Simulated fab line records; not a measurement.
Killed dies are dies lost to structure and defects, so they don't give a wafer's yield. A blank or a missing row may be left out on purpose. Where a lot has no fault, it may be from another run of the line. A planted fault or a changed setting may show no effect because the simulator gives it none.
Struck lot and sound lot, side by side	flow sky130	17 out of 708 route steps
Sound: wafers L814.2, L814.3, L814.4. Struck: wafers L802.1, L802.4, L802.5. The cause comes at the end.
Order at every step that has rows: each side's tool, ch and its chambers, its first start. Under that, the readings that differ: sound wafers	struck wafers	difference of the means	sigmas: that difference in standard deviations of wafers without a fault.
alike: readings with means less than 2 such deviations apart, plus words and numbers identical on both sides. not compared: withheld readings, readings lacking a value on some wafer, bounds such as >300 that could conceal the same value, and numbers that have no deviation in the record and whose values overlap.
A row with sigmas, a row that says differs or no value, or rows on one side alone: a step with any of these is where the two part. Numbers that don't overlap but have no deviation are shown without sigmas and don't part them. Lack of a reading on every wafer of one side parts them only where that side has two or more wafers.

SKY_LOCAL_INTERCONNECT_RS_MEAS_01: measurement is done with a four-point probe.
  sound on film_metro-04 at day 35 09:10; struck on film_metro-04 at day 31 16:06
  alike: LOCAL_INTERCONNECT_TIN_RS
SKY_LOCAL_INTERCONNECT_THK_MEAS_02: measures by xrf.
  sound on film_metro-04 at day 35 09:17; struck on film_metro-04 at day 31 16:13
  alike: LOCAL_INTERCONNECT_TIN_THK
then, 8 steps without rows for these wafers: SKY_LOCAL_INTERCONNECT_DEHYDRATE_03 (time 60 s); SKY_LOCAL_INTERCONNECT_HMDS_04 (prime time 60 s); SKY_LOCAL_INTERCONNECT_COAT_05 (resist thk 60 nm); SKY_LOCAL_INTERCONNECT_COAT_06 (resist thk 450 nm); SKY_LOCAL_INTERCONNECT_SOFTBAKE_07 (time 90 s); SKY_LOCAL_INTERCONNECT_EXPOSE_08 (exposes mask LI1M, target cd 170 nm); SKY_LOCAL_INTERCONNECT_PEB_09; SKY_LOCAL_INTERCONNECT_DEVELOP_10 (develop time 60 s).
SKY_LOCAL_INTERCONNECT_CD_MEAS_11 targets a cd of 170 nm.
  sound on cd_sem-02 at day 36 11:25; struck on cd_sem-02 at day 32 19:10
  alike: cd_nm
SKY_LOCAL_INTERCONNECT_OVL_MEAS_12:
  sound on overlay-02 at day 36 11:31; struck on overlay-01 at day 32 19:17
  alike: LOCAL_INTERCONNECT_OVL
SKY_LOCAL_INTERCONNECT_ETCH_13: etches BARC in N2/H2, stops on SiO2, time 45.9 s, target depth 60 nm.
  sound on rie_metal-04 ch 0, day 36 11:35; struck on rie_metal-04 ch 0,1, day 32 19:20
  no value came back on the struck wafers for any of 6 readings (bias_w (W), chamber_pressure_mTorr (mTorr) and others); on the sound wafers bias_w (W) reads 100.42 100.15 100.30
reading	sound	struck	difference	sigmas
model.KrF-thick_of_LOCAL_INTERCONNECT_COAT_06.thk_nm (nm)	392.5 393.2 391.8	435.7 436.7 436.3	+43.7	
  not compared: rf_hours_counter_h
SKY_LOCAL_INTERCONNECT_METAL_ETCH_14: etches TiN in Cl2/BCl3, stops on PSG, target depth 110 nm, time 31.4 s.
  sound on rie_metal-04 ch 0, day 36 11:42; struck on rie_metal-04 ch 0,1, day 32 19:23
reading	sound	struck	difference	sigmas
oes_product_au (a.u.)	0.941 0.949 0.944	0.383 0.360 0.372	-0.573	-67
throttle_valve_pct (%)	21.889 21.893 21.893	22.274 22.250 22.256	+0.368	+42
model.KrF-thick_of_LOCAL_INTERCONNECT_COAT_06.thk_nm (nm)	348.7 349.3 347.8	391.2 392.6 392.5	+43.5	
  alike: bcl3_flow_sccm, bias_w, chamber_pressure_mTorr, drypump_motor_current_A
  not compared: rf_hours_counter_h
SKY_LOCAL_INTERCONNECT_STRIP_15: strips in O2/N2.
  sound on plasma_asher-03 ch 0,1, day 36 11:47; struck on plasma_asher-02 ch 0,1, day 32 19:26
reading	sound	struck	difference	sigmas
oes_product_au (a.u.)	0.427 0.429 0.430	0.448 0.443 0.451	+0.019	+4
strip_time_to_endpoint_s (s)	4.731 4.740 4.719	5.172 5.183 5.186	+0.450	+28
  alike: chamber_pressure_mTorr, drypump_motor_current_A
  not compared: rf_hours_counter_h
then, 1 step without rows for these wafers: SKY_LOCAL_INTERCONNECT_STRIP_16 (strips in post etch residue remover, time 1200 s).
-- record jumps: 15 days separate the struck wafers' starts on either side; left off in module LOCAL_INTERCONNECT, taken up again in module PAD_OPEN, whose first shown step is the route's number 708 --
SKY_PAD_OPEN_PROBE_99:
  sound on prober-01 at day 50 04:47; struck on prober-01 at day 47 15:43
reading	sound	struck	difference	sigmas
killed_at_M0_to_M3	42 48 39	205 219 197	+164	+24
killed_at_M4_up	3 1 1	61 60 71	+62	+31
killed_at_contacts	28 28 28	156 145 139	+119	+23
killed_at_other	0 0 0	59 53 73	+62	+99 or more
killed_dies	81 91 84	492 492 492	+407	+41
killed_on_rim	14 21 18	96 96 96	+78	+21
  alike: killed_at_front_end, killed_open, killed_short

== WHERE THEY PART ==
First at SKY_LOCAL_INTERCONNECT_ETCH_13; last, within this record, at SKY_PAD_OPEN_PROBE_99.

WHY: what had been put in by the simulator
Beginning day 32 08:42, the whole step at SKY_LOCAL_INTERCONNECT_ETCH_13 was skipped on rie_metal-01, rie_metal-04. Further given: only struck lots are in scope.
